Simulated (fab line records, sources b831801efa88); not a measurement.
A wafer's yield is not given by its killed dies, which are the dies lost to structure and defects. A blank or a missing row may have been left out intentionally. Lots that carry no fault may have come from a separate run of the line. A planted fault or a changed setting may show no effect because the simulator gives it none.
fab line records	flow sky130
record: lots: 12	wafers: 36	last-day: 49
route steps=708 shown GATE_OXIDE@197 POLY_GATE@218 VIA2@522 PAD_OPEN@708
lots that met no fault: taken from a fault-free run of the same line
start-h: hours from the record's opening day to when the first of the lot's shown wafers began	wait-h: hours since the lot's step before	" the same as in the row above	L1.1+2: a single row standing in for several wafers	- value missing, or start not given	* or withheld: withheld	< > ~ a bound
route shown NAME@n: a module of which the file shows steps, and the number in the route of the first	usual: mean/standard deviation taken from wafers without a fault	same: alike in all rows	chamber/n: place in a boat	sites: each site's reading	_std_site: how widely they spread, as a standard deviation	_edge_site: outer sites' mean less inner sites'	radius-mm: for every site, how far away it sits from the centre of the wafer	mask NAME#n: copy n	behind: tool/chamber where the wafer was last shaped	hold: the reason the lot was held/the length of the hold in hours/how it ended	device: the transistor (n, p or np) that didn't switch	end of line: at the end of the route, the tests of the same wafers	for a step that has no rows: nothing shown but its recipe	killed: dies lost to structure and defects at the first sort, not the wafer's yield	map: the dies of a wafer, with x for killed, . for not killed, _ for no die there
set.NAME: the setting the step ran with; set.NAME@STEP: the setting that earlier step ran with	model.NAME: the simulator's own value behind a step, which no gauge read
one table for each step of the route and one row for each wafer, over a sample of lots
services: a tool's chamber out of use, with start hour (start-h, from the record's first day; less than 0 if before it), hours out, and reason
== steps ==
step: SKY_GATE_OXIDE_OVL_MEAS_10
usual: GATE_OXIDE_OVL: -0.5/1.3
lot.wafer	tool	chamber	start-h	wait-h	GATE_OXIDE_OVL[nm]
L984.1	overlay-02	-	312.36	0.1	0.0
L984.4	"	-	"	"	-1.2
L984.6	"	-	"	"	-1.2
L985.4	overlay-02	-	314.31	0.1	-1.0
L985.5	"	-	"	"	-1.0
L985.6	"	-	"	"	-1.2
L986.1	overlay-02	-	322.29	0.1	1.7
L986.3	"	-	"	"	-0.6
L986.6	"	-	"	"	-1.1
L987.1	overlay-02	-	327.36	0.1	-2.1
L987.3	"	-	"	"	-3.7
L987.5	"	-	"	"	-3.0
L988.2	overlay-02	-	342.21	0.1	-0.4
L988.3	"	-	"	"	-0.3
L988.4	"	-	"	"	-1.5
L991.3	overlay-01	-	367.22	0.1	0.6
L991.4	"	-	"	"	0.4
L991.5	"	-	"	"	1.7
L994.2	overlay-01	-	397.32	0.1	0.6
L994.3	"	-	"	"	-0.6
L994.5	"	-	"	"	-0.1
L995.2	overlay-01	-	399.77	0.1	-0.6
L995.4	"	-	"	"	0.7
L995.5	"	-	"	"	0.8
L996.2	overlay-01	-	408.40	0.1	-0.3
L996.3	"	-	"	"	-0.1
L996.6	"	-	"	"	0.5
L999.1	overlay-01	-	440.14	0.1	-0.9
L999.3	"	-	"	"	-1.3
L999.5	"	-	"	"	-1.5
L101.1	overlay-01	-	459.76	0.1	-0.1
L101.5	"	-	"	"	1.2
L101.6	"	-	"	"	1.4
L104.1	overlay-01	-	474.89	0.1	0.7
L104.2	"	-	"	"	1.0
L104.6	"	-	"	"	0.4
step: SKY_POLY_GATE_THK_MEAS_04
recipe: reads: Si3N4_of_POLY_GATE_CVD_03
usual: POLY_GATE_CVD_03_THK: 74.5/0.78
lot.wafer	tool	chamber	start-h	wait-h	POLY_GATE_CVD_03_THK[nm]
L984.1	film-metro-03	-	343.53	0.0	75.5
L984.4	"	-	"	"	75.6
L984.6	"	-	"	"	74.6
L985.4	film-metro-02	-	346.71	0.0	74.5
L985.5	"	-	"	"	73.9
L985.6	"	-	"	"	73.8
L986.1	film-metro-02	-	355.49	0.0	75.2
L986.3	"	-	"	"	75.4
L986.6	"	-	"	"	75.0
L987.1	film-metro-04	-	360.31	0.0	75.6
L987.3	"	-	"	"	76.0
L987.5	"	-	"	"	75.8
L988.2	film-metro-04	-	375.76	0.0	74.6
L988.3	"	-	"	"	75.6
L988.4	"	-	"	"	75.5
L991.3	film-metro-02	-	405.57	0.0	75.3
L991.4	"	-	"	"	74.7
L991.5	"	-	"	"	74.7
L994.2	film-metro-03	-	433.62	0.0	74.5
L994.3	"	-	"	"	74.9
L994.5	"	-	"	"	75.0
L995.2	film-metro-02	-	439.02	0.0	73.8
L995.4	"	-	"	"	73.9
L995.5	"	-	"	"	73.5
L996.2	film-metro-02	-	445.36	0.0	72.5
L996.3	"	-	"	"	73.3
L996.6	"	-	"	"	73.0
L999.1	film-metro-04	-	478.38	0.0	74.7
L999.3	"	-	"	"	75.2
L999.5	"	-	"	"	75.0
L101.1	film-metro-03	-	495.21	0.0	74.1
L101.5	"	-	"	"	75.0
L101.6	"	-	"	"	74.5
L104.1	film-metro-03	-	510.73	0.0	75.5
L104.2	"	-	"	"	75.1
L104.6	"	-	"	"	75.5
step: SKY_POLY_GATE_ETCH_16
recipe: stop-on: poly-Si	chemistry: CH3F/O2	target: Si3N4	source-w: 400	bias-w: 80	pressure-mtorr: 25	ch3f-flow-sccm: 40	O2_flow_sccm: 30	time-s: 147.5	target-depth-a: 750
usual: drypump-motor-current-A: 5.6/0.5	oes-product-au: 0.638/0.0052	throttle-valve-pct: 10.535/0.0091
lot.wafer	tool	chamber	start-h	wait-h	drypump-motor-current-A	oes-product-au	rf-hours-counter-h	throttle-valve-pct
L984.1	rie-diel-03	3	371.45	0.0	5.5	0.647	11	10.537
L984.4	"	0	"	"	6.1	0.641	76	10.527
L984.6	"	2	"	"	5.5	0.636	-	10.540
L985.4	rie-diel-01	1	375.35	0.0	5.9	0.638	12	10.522
L985.5	"	0	"	"	6.4	0.644	-	10.538
L985.6	"	1	"	"	5.9	0.633	-	10.542
L986.1	rie-diel-03	1	384.10	0.0	6.3	0.639	0	10.513
L986.3	"	2	"	"	5.5	0.636	84	10.555
L986.6	"	2	"	"	5.5	0.645	-	10.549
L987.1	rie-diel-03	3	388.60	0.0	5.5	0.637	11	10.539
L987.3	"	2	"	"	5.5	0.646	84	10.536
L987.5	"	1	"	"	6.4	0.651	-	10.535
L988.2	rie-diel-02	3	405.05	0.0	5.2	0.642	85	10.519
L988.3	"	0	"	"	5.9	0.644	78	10.524
L988.4	"	2	"	"	5.6	0.638	92	10.525
L991.3	rie-diel-01	2	436.30	0.0	5.6	0.639	4	10.527
L991.4	"	1	"	"	5.9	0.634	12	10.526
L991.5	"	1	"	"	5.9	0.640	-	10.529
L994.2	rie-diel-03	2	464.49	0.1	5.5	0.640	86	10.547
L994.3	"	2	"	"	5.5	0.641	-	10.529
L994.5	"	1	"	"	6.3	0.630	-	10.534
L995.2	rie-diel-02	0	470.35	0.0	5.8	0.635	79	10.530
L995.4	"	0	"	"	5.9	0.630	-	10.543
L995.5	"	2	"	"	5.6	0.638	-	10.526
L996.2	rie-diel-02	0	475.40	0.0	5.8	0.636	79	10.526
L996.3	"	3	"	"	5.2	0.632	87	10.533
L996.6	"	0	"	"	5.9	0.628	-	10.546
L999.1	rie-diel-01	3	509.60	0.0	4.9	0.640	4	10.532
L999.3	"	0	"	"	6.4	0.640	9	10.522
L999.5	"	2	"	"	5.5	0.635	-	10.550
L101.1	rie-diel-02	0	525.24	0.0	5.8	0.638	81	10.524
L101.5	"	3	"	"	5.3	0.641	-	10.550
L101.6	"	0	"	"	5.8	0.633	-	10.542
L104.1	rie-diel-02	0	540.84	0.0	5.8	0.633	81	10.551
L104.2	"	1	"	"	4.7	0.643	2	10.528
L104.6	"	0	"	"	5.8	0.639	-	10.549
step: SKY_VIA2_ETCH_15
recipe: target: SiO2	chemistry: C4F8/O2/Ar	target-depth-nm: 546	stop-on: TiN	mask-material: KrF-thick	source-w: 1500	bias-w: 1200	pressure-mtorr: 40	c4f8-flow-sccm: withheld	O2_flow_sccm: 6	Ar_flow_sccm: 300	time-s: 84
usual: oes-product-au: 0.940/0.0046
lot.wafer	tool	chamber	start-h	wait-h	oes-product-au	rf-hours-counter-h
L984.1	rie-diel-02	0	846.90	0.0	0.942	8
L984.4	"	3	"	"	0.937	8
L984.6	"	2	"	"	0.945	-
L985.4	rie-diel-04	3	849.55	0.0	0.941	2
L985.5	"	3	"	"	0.938	-
L985.6	"	0	"	"	0.942	-
L986.1	rie-diel-02	2	857.20	0.0	0.940	10
L986.3	"	0	"	"	0.943	9
L986.6	"	1	"	"	0.943	-
L987.1	rie-diel-03	3	861.31	0.0	0.944	23
L987.3	"	1	"	"	0.940	11
L987.5	"	1	"	"	0.941	-
L988.2	rie-diel-02	2	875.81	0.0	0.944	10
L988.3	"	1	"	"	0.942	12
L988.4	"	3	"	"	0.943	-
L991.3	rie-diel-03	1	901.41	0.0	0.940	12
L991.4	"	2	"	"	0.932	8
L991.5	"	2	"	"	0.935	-
L994.2	rie-diel-02	2	923.06	0.0	0.944	12
L994.3	"	3	"	"	0.934	11
L994.5	"	3	"	"	0.952	-
L995.2	rie-diel-03	1	931.31	0.0	0.943	13
L995.4	"	0	"	"	0.941	9
L995.5	"	0	"	"	0.940	-
L996.2	rie-diel-03	2	937.20	0.0	0.939	9
L996.3	"	3	"	"	0.937	25
L996.6	"	0	"	"	0.930	-
L999.1	rie-diel-04	3	969.26	0.0	0.952	5
L999.3	"	2	"	"	0.938	9
L999.5	"	0	"	"	0.939	-
L101.1	rie-diel-03	1	975.11	0.0	0.935	15
L101.5	"	0	"	"	0.940	-
L101.6	"	3	"	"	0.938	-
L104.1	rie-diel-03	3	985.46	0.0	0.944	27
L104.2	"	0	"	"	0.938	11
L104.6	"	2	"	"	0.940	-
step: SKY_PAD_OPEN_PROBE_99
usual: defect-limited-yield: 82.7/1.8	killed_at_M0_to_M3: 44/6.8	killed_at_M4_up: 3.2/1.7	killed-at-contacts: 24/4.9	killed-at-front-end: 14/4.1	killed-at-other: 0.2/0.51	killed-dies: 85/8.7	killed-open: 46/6.8	killed-short: 39/6.1	sort_bin_3_pad_short: 0.9/0.43	sort_bin_5_function: 10.1/1.4	sort_bin_6_memory: 6.3/1.1	sort-n-pass: 407/8.7	sort-yield-pct: 82.7/1.8
same: gross-dies: 492	killed-at-back-side: 0	sort_bin_4_leakage[%]: 0	sort_bin_8_speed[%]: 0
lot.wafer	tool	chamber	start-h	wait-h	defect-limited-yield[%]	killed_at_M0_to_M3	killed_at_M4_up	killed-at-contacts	killed-at-front-end	killed-at-other	killed-dies	killed-open	killed-short	sort_bin_3_pad_short[%]	sort_bin_5_function[%]	sort_bin_6_memory[%]	sort-n-pass	sort-yield-pct[%]
L984.1	prober-02	-	1075.81	0.1	83.7	41	3	24	12	0	80	45	35	0.6	11.2	4.5	412	83.7
L984.4	prober-02	-	1075.96	0.2	82.1	47	4	30	7	0	88	48	40	1.0	10.8	6.1	404	82.1
L984.6	prober-02	-	1076.06	0.2	83.5	41	3	26	11	0	81	46	35	0.8	11.0	4.7	411	83.5
L985.4	prober-01	-	1076.42	0.2	82.7	49	4	19	12	1	85	51	34	1.0	10.0	6.3	407	82.7
L985.5	prober-01	-	1076.47	0.2	82.1	42	1	26	19	0	88	49	39	0.8	11.2	5.9	404	82.1
L985.6	prober-01	-	1076.52	0.2	80.9	50	4	25	14	1	94	59	35	0.2	11.6	7.3	398	80.9
L986.1	prober-02	-	1081.83	0.1	84.6	39	2	23	12	0	76	42	34	1.2	9.1	5.1	416	84.6
L986.3	prober-02	-	1081.93	0.2	83.9	31	5	33	10	0	79	42	37	0.8	7.7	7.5	413	83.9
L986.6	prober-02	-	1082.08	0.2	81.9	47	2	23	17	0	89	45	44	1.2	10.4	6.5	403	81.9
L987.1	prober-01	-	1084.32	0.1	84.6	34	2	17	23	0	76	39	37	1.8	9.1	4.5	416	84.6
L987.3	prober-01	-	1084.42	0.2	80.9	43	5	29	17	0	94	53	41	1.6	10.4	7.1	398	80.9
L987.5	prober-01	-	1084.52	0.2	83.9	33	5	25	16	0	79	44	35	1.8	8.7	5.5	413	83.9
L988.2	prober-02	-	1098.64	0.1	84.1	34	4	28	12	0	78	42	36	1.0	8.1	6.7	414	84.1
L988.3	prober-02	-	1098.69	0.2	82.9	40	2	24	18	0	84	39	45	0.4	9.1	7.5	408	82.9
L988.4	prober-02	-	1098.74	0.2	78.3	54	5	27	20	1	107	64	43	0.6	12.6	8.5	385	78.3
L991.3	prober-01	-	1115.62	0.2	82.1	47	4	19	18	0	88	46	42	0.2	11.6	6.1	404	82.1
L991.4	prober-01	-	1115.67	0.2	86.6	29	2	21	14	0	66	37	29	1.2	6.7	5.5	426	86.6
L991.5	prober-01	-	1115.72	0.2	83.5	50	3	18	10	0	81	55	26	1.6	9.3	5.5	411	83.5
L994.2	prober-02	-	1137.76	0.1	84.6	41	7	20	8	0	76	42	34	0.8	9.8	4.9	416	84.6
L994.3	prober-02	-	1137.81	0.2	83.1	50	2	19	12	0	83	53	30	1.0	9.8	6.1	409	83.1
L994.5	prober-02	-	1137.91	0.2	81.1	43	2	33	15	0	93	54	39	1.2	10.6	7.1	399	81.1
L995.2	prober-01	-	1142.62	0.1	82.7	50	2	22	10	1	85	47	38	0.8	10.4	6.1	407	82.7
L995.4	prober-01	-	1142.72	0.2	82.1	46	4	25	13	0	88	47	41	0.8	11.4	5.7	404	82.1
L995.5	prober-01	-	1142.77	0.2	83.7	42	2	24	12	0	80	41	39	0.8	9.8	5.7	412	83.7
L996.2	prober-02	-	1144.71	0.1	80.7	51	6	28	9	1	95	54	41	1.2	11.2	6.9	397	80.7
L996.3	prober-02	-	1144.76	0.2	83.5	40	2	22	17	0	81	44	37	0.6	10.2	5.7	411	83.5
L996.6	prober-02	-	1144.91	0.2	83.7	41	4	20	14	1	80	53	27	0.2	9.8	6.3	412	83.7
L999.1	prober-01	-	1169.72	0.1	80.9	43	4	25	22	0	94	52	42	1.0	12.2	5.9	398	80.9
L999.3	prober-01	-	1169.82	0.2	81.1	50	1	25	17	0	93	56	37	1.2	10.6	7.1	399	81.1
L999.5	prober-01	-	1169.92	0.2	82.7	39	4	28	14	0	85	38	47	1.0	9.8	6.5	407	82.7
L101.1	prober-01	-	1173.27	0.1	78.5	55	6	25	19	1	106	55	51	0.8	12.0	8.7	386	78.5
L101.5	prober-01	-	1173.47	0.2	83.5	56	5	13	5	2	81	35	46	1.2	8.1	7.1	411	83.5
L101.6	prober-01	-	1173.52	0.2	80.1	45	6	31	16	0	98	54	44	1.0	12.6	6.3	394	80.1
L104.1	prober-01	-	1181.02	0.1	80.5	44	5	37	10	0	96	59	37	0.4	11.8	7.3	396	80.5
L104.2	prober-01	-	1181.07	0.1	74.2	71	3	36	17	0	127	49	36	2.8	15.7	7.3	365	74.2
L104.6	prober-01	-	1181.27	0.2	81.9	49	5	21	14	0	89	50	39	1.4	10.2	6.5	403	81.9
killed by level:class
L984.1 CONTACT:geometric-particle:open=11 VIA1:geometric-particle:open=10 VIA1:geometric-particle:short=7 VIA3:geometric-particle:open=6 POLY_GATE:geometric-particle:open=5 LOCAL_INTERCONNECT:geometric-particle:short=4 CONTACT:geometric-particle:short=4 METAL2:geometric-particle:short=4
L984.4 VIA1:geometric-particle:open=10 VIA2:geometric-particle:open=9 LI_CONTACT:geometric-particle:open=8 CONTACT:geometric-particle:open=7 METAL2:geometric-particle:short=6 LI_CONTACT:geometric-particle:short=5 CONTACT:geometric-particle:short=5 VIA3:geometric-particle:short=5
L984.6 CONTACT:geometric-particle:open=13 VIA1:geometric-particle:open=12 VIA3:geometric-particle:open=8 VIA2:geometric-particle:short=7 POLY_GATE:geometric-particle:open=6 LOCAL_INTERCONNECT:geometric-particle:short=6 LI_CONTACT:geometric-particle:open=5 VIA1:geometric-particle:short=4
L985.4 VIA1:geometric-particle:open=10 CONTACT:geometric-particle:open=9 VIA2:geometric-particle:open=7 METAL1:geometric-particle:short=6 VIA3:geometric-particle:open=6 CONTACT:geometric-particle:short=5 VIA1:geometric-particle:short=4 VIA3:geometric-particle:short=4
L985.5 CONTACT:geometric-particle:open=12 FIELD_ISO:geometric-particle:open=7 VIA3:geometric-particle:open=7 VIA1:geometric-particle:short=6 VIA2:geometric-particle:open=6 FIELD_ISO:geometric-particle:short=5 LI_CONTACT:geometric-particle:open=5 CONTACT:geometric-particle:short=5
L985.6 VIA1:geometric-particle:open=14 CONTACT:geometric-particle:open=10 VIA3:geometric-particle:open=7 VIA2:geometric-particle:open=7 VIA2:geometric-particle:short=6 FIELD_ISO:geometric-particle:open=5 LI_CONTACT:geometric-particle:open=5 CONTACT:geometric-particle:short=5
L986.1 VIA2:geometric-particle:open=9 CONTACT:geometric-particle:open=7 VIA1:geometric-particle:open=7 LOCAL_INTERCONNECT:geometric-particle:short=6 VIA2:geometric-particle:short=6 VIA3:geometric-particle:open=5 LI_CONTACT:geometric-particle:open=5 FIELD_ISO:geometric-particle:short=4
L986.3 CONTACT:geometric-particle:open=14 VIA1:geometric-particle:open=10 CONTACT:geometric-particle:short=7 LOCAL_INTERCONNECT:geometric-particle:short=5 METAL2:geometric-particle:short=5 FIELD_ISO:geometric-particle:open=4 LI_CONTACT:geometric-particle:open=4 METAL1:geometric-particle:short=3
L986.6 VIA2:geometric-particle:open=10 METAL3:geometric-particle:short=7 VIA1:geometric-particle:open=6 CONTACT:geometric-particle:open=6 METAL1:geometric-particle:short=6 VIA3:geometric-particle:open=6 CONTACT:geometric-particle:short=5 FIELD_ISO:geometric-particle:open=4
L987.1 POLY_GATE:geometric-particle:short=7 CONTACT:geometric-particle:open=6 VIA1:geometric-particle:open=6 LOCAL_INTERCONNECT:geometric-particle:short=5 POLY_GATE:geometric-particle:open=5 VIA2:geometric-particle:open=5 VIA3:geometric-particle:open=5 VIA3:geometric-particle:short=5
L987.3 VIA1:geometric-particle:open=13 CONTACT:geometric-particle:open=10 VIA3:geometric-particle:open=10 CONTACT:geometric-particle:short=8 FIELD_ISO:geometric-particle:open=7 LI_CONTACT:geometric-particle:open=6 METAL2:geometric-particle:short=6 FIELD_ISO:geometric-particle:short=5
L987.5 CONTACT:geometric-particle:open=9 VIA2:geometric-particle:open=7 LI_CONTACT:geometric-particle:open=6 VIA1:geometric-particle:open=6 FIELD_ISO:geometric-particle:open=5 METAL2:geometric-particle:short=5 LI_CONTACT:geometric-particle:short=4 VIA1:geometric-particle:short=4
L988.2 LI_CONTACT:geometric-particle:open=12 VIA1:geometric-particle:open=6 LOCAL_INTERCONNECT:geometric-particle:short=5 CONTACT:geometric-particle:open=5 VIA2:geometric-particle:short=5 VIA2:geometric-particle:open=5 FIELD_ISO:geometric-particle:short=4 VIA1:geometric-particle:short=4
L988.3 CONTACT:geometric-particle:open=9 FIELD_ISO:geometric-particle:open=5 LI_CONTACT:geometric-particle:open=5 CONTACT:geometric-particle:short=5 METAL1:geometric-particle:short=5 VIA1:geometric-particle:short=5 VIA1:geometric-particle:open=5 METAL2:geometric-particle:short=5
L988.4 VIA3:geometric-particle:open=11 CONTACT:geometric-particle:open=11 VIA1:geometric-particle:open=10 VIA2:geometric-particle:open=9 VIA1:geometric-particle:short=8 FIELD_ISO:geometric-particle:open=7 LI_CONTACT:geometric-particle:open=7 METAL2:geometric-particle:short=7
L991.3 METAL1:geometric-particle:short=9 CONTACT:geometric-particle:open=7 METAL2:geometric-particle:short=6 VIA1:geometric-particle:open=6 VIA2:geometric-particle:open=6 VIA3:geometric-particle:open=6 LI_CONTACT:geometric-particle:open=5 FIELD_ISO:geometric-particle:open=4
L991.4 CONTACT:geometric-particle:open=8 METAL1:geometric-particle:short=6 LOCAL_INTERCONNECT:geometric-particle:short=5 VIA3:geometric-particle:open=5 FIELD_ISO:geometric-particle:open=4 LI_CONTACT:geometric-particle:open=4 VIA1:geometric-particle:short=4 VIA1:geometric-particle:open=4
L991.5 VIA1:geometric-particle:open=12 VIA3:geometric-particle:open=10 VIA2:geometric-particle:open=8 CONTACT:geometric-particle:open=8 LOCAL_INTERCONNECT:geometric-particle:short=5 POLY_GATE:geometric-particle:open=4 METAL2:geometric-particle:short=4 LI_CONTACT:geometric-particle:open=3
L994.2 CONTACT:geometric-particle:open=8 VIA1:geometric-particle:open=8 METAL2:geometric-particle:short=7 FIELD_ISO:geometric-particle:open=6 METAL1:geometric-particle:short=6 VIA3:geometric-particle:open=6 METAL4:geometric-particle:short=5 METAL3:geometric-particle:short=5
L994.3 VIA2:geometric-particle:open=13 LI_CONTACT:geometric-particle:open=11 VIA1:geometric-particle:open=11 FIELD_ISO:geometric-particle:open=6 METAL2:geometric-particle:short=6 VIA3:geometric-particle:open=6 VIA1:geometric-particle:short=5 METAL1:geometric-particle:short=4
L994.5 VIA1:geometric-particle:open=13 CONTACT:geometric-particle:open=12 LI_CONTACT:geometric-particle:open=9 CONTACT:geometric-particle:short=7 POLY_GATE:geometric-particle:open=6 METAL1:geometric-particle:short=6 VIA2:geometric-particle:short=5 METAL2:geometric-particle:short=5
L995.2 VIA1:geometric-particle:open=15 CONTACT:geometric-particle:open=8 VIA3:geometric-particle:open=8 VIA1:geometric-particle:short=7 FIELD_ISO:geometric-particle:open=6 LI_CONTACT:geometric-particle:open=5 CONTACT:geometric-particle:short=4 METAL2:geometric-particle:short=4
L995.4 CONTACT:geometric-particle:open=10 VIA1:geometric-particle:short=9 LI_CONTACT:geometric-particle:open=7 VIA1:geometric-particle:open=7 VIA2:geometric-particle:open=7 LOCAL_INTERCONNECT:geometric-particle:short=6 VIA3:geometric-particle:open=5 FIELD_ISO:geometric-particle:short=4
L995.5 CONTACT:geometric-particle:open=8 VIA1:geometric-particle:open=8 VIA1:geometric-particle:short=7 LOCAL_INTERCONNECT:geometric-particle:short=6 VIA2:geometric-particle:open=6 FIELD_ISO:geometric-particle:open=5 LI_CONTACT:geometric-particle:open=4 CONTACT:geometric-particle:short=4
L996.2 VIA1:geometric-particle:open=19 LI_CONTACT:geometric-particle:open=8 CONTACT:geometric-particle:open=8 METAL1:geometric-particle:short=6 VIA2:geometric-particle:open=6 METAL2:geometric-particle:short=5 LOCAL_INTERCONNECT:geometric-particle:short=4 CONTACT:geometric-particle:short=4
L996.3 VIA1:geometric-particle:open=11 CONTACT:geometric-particle:open=9 FIELD_ISO:geometric-particle:short=6 METAL2:geometric-particle:short=6 VIA1:geometric-particle:short=5 VIA2:geometric-particle:open=5 FIELD_ISO:geometric-particle:open=4 CONTACT:geometric-particle:short=4
L996.6 VIA3:geometric-particle:open=12 CONTACT:geometric-particle:open=10 VIA1:geometric-particle:open=7 LI_CONTACT:geometric-particle:open=5 VIA2:geometric-particle:open=5 METAL1:geometric-particle:short=4 METAL2:geometric-particle:short=4 POLY_GATE:geometric-particle:open=3
L999.1 VIA1:geometric-particle:open=12 CONTACT:geometric-particle:open=10 METAL2:geometric-particle:short=7 POLY_GATE:geometric-particle:short=6 LOCAL_INTERCONNECT:geometric-particle:short=6 VIA2:geometric-particle:open=6 FIELD_ISO:geometric-particle:open=5 POLY_GATE:geometric-particle:open=5
L999.3 CONTACT:geometric-particle:open=10 VIA1:geometric-particle:open=10 VIA2:geometric-particle:open=9 LI_CONTACT:geometric-particle:open=8 VIA3:geometric-particle:open=6 VIA3:geometric-particle:short=6 FIELD_ISO:geometric-particle:open=5 VIA1:geometric-particle:short=5
L999.5 CONTACT:geometric-particle:short=9 VIA3:geometric-particle:open=8 VIA1:geometric-particle:open=8 CONTACT:geometric-particle:open=7 VIA2:geometric-particle:open=6 POLY_GATE:geometric-particle:short=5 LOCAL_INTERCONNECT:geometric-particle:short=5 METAL1:geometric-particle:short=5
L101.1 VIA1:geometric-particle:open=12 VIA2:geometric-particle:open=11 CONTACT:geometric-particle:open=11 FIELD_ISO:geometric-particle:short=8 VIA1:geometric-particle:short=8 CONTACT:geometric-particle:short=5 VIA2:geometric-particle:short=5 VIA3:geometric-particle:short=5
L101.5 METAL2:geometric-particle:short=11 VIA1:geometric-particle:open=10 VIA2:geometric-particle:open=9 METAL1:geometric-particle:short=8 VIA3:geometric-particle:open=6 VIA1:geometric-particle:short=5 FIELD_ISO:geometric-particle:short=4 LOCAL_INTERCONNECT:geometric-particle:short=4
L101.6 VIA1:geometric-particle:open=13 LI_CONTACT:geometric-particle:open=11 LOCAL_INTERCONNECT:geometric-particle:short=6 METAL4:geometric-particle:short=6 VIA3:geometric-particle:open=6 METAL1:geometric-particle:short=5 CONTACT:geometric-particle:open=5 FIELD_ISO:geometric-particle:open=4
L104.1 LI_CONTACT:geometric-particle:open=14 CONTACT:geometric-particle:open=14 VIA2:geometric-particle:open=9 VIA1:geometric-particle:open=8 METAL2:geometric-particle:short=6 VIA3:geometric-particle:open=5 FIELD_ISO:geometric-particle:short=4 VIA1:geometric-particle:short=4
L104.2 VIA2:unspecified=42 LI_CONTACT:geometric-particle:open=12 CONTACT:geometric-particle:open=11 VIA1:geometric-particle:open=9 CONTACT:geometric-particle:short=7 FIELD_ISO:geometric-particle:open=6 METAL2:geometric-particle:short=6 LI_CONTACT:geometric-particle:short=6
L104.6 VIA1:geometric-particle:open=15 CONTACT:geometric-particle:open=11 VIA3:geometric-particle:open=9 METAL2:geometric-particle:short=7 VIA3:geometric-particle:short=6 VIA1:geometric-particle:short=5 FIELD_ISO:geometric-particle:open=4 POLY_GATE:geometric-particle:open=3
== services ==
tool	chamber	start-h	hours	kind
rie-diel-03	0	377.73	2.6	repair
rie-diel-02	3	380.76	6.4	repair
rie-diel-03	0	405.81	12.5	repair
rie-diel-01	3	414.32	2.3	repair
rie-diel-03	0	459.39	7.7	repair
rie-diel-03	3	461.70	2.8	repair
rie-diel-02	1	468.76	31.3	repair
rie-diel-03	3	483.04	7.7	repair
rie-diel-02	-	541.56	2.8	pm
rie-diel-03	3	548.84	1.3	repair
rie-diel-03	2	600.81	3.1	repair
rie-diel-02	0	639.28	4.5	repair
rie-diel-03	1	687.39	13.2	repair
rie-diel-03	2	688.94	3.4	repair
rie-diel-03	0	722.62	4.6	repair
rie-diel-02	3	764.44	26.5	repair
rie-diel-03	-	764.97	38.8	repair
rie-diel-03	2	774.71	6.1	repair
rie-diel-03	-	819.74	2.8	pm
rie-diel-02	1	821.04	10.0	repair
rie-diel-03	2	854.63	4.4	repair
rie-diel-02	0	865.09	16.8	repair
rie-diel-02	1	878.72	16.1	repair
rie-diel-02	0	964.82	3.1	repair
== key ==
first-sign: step: SKY_PAD_OPEN_PROBE_99	reading: sort-n-pass	direction: down	sigmas: 4.8	usual: 407	struck: 365
effect: step: SKY_PAD_OPEN_PROBE_99	reading: defect-limited-yield	direction: down	sigmas: 4.8	usual: 82.7	struck: 74.2
met-at SKY_VIA2_ETCH_15
struck-lots L104
struck-wafers L104.2
not-acting-at SKY_GATE_OXIDE_OVL_MEAS_10,SKY_POLY_GATE_THK_MEAS_04,SKY_POLY_GATE_ETCH_16
onset-between 975.11 985.46
fault: kind: chamber-particle-source	tool: rie-diel-03	chamber: 0	onset-h: 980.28	steps: SKY_VIA2_ETCH_15	rate-per-visit-cm2: 0.80426	end-h: 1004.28
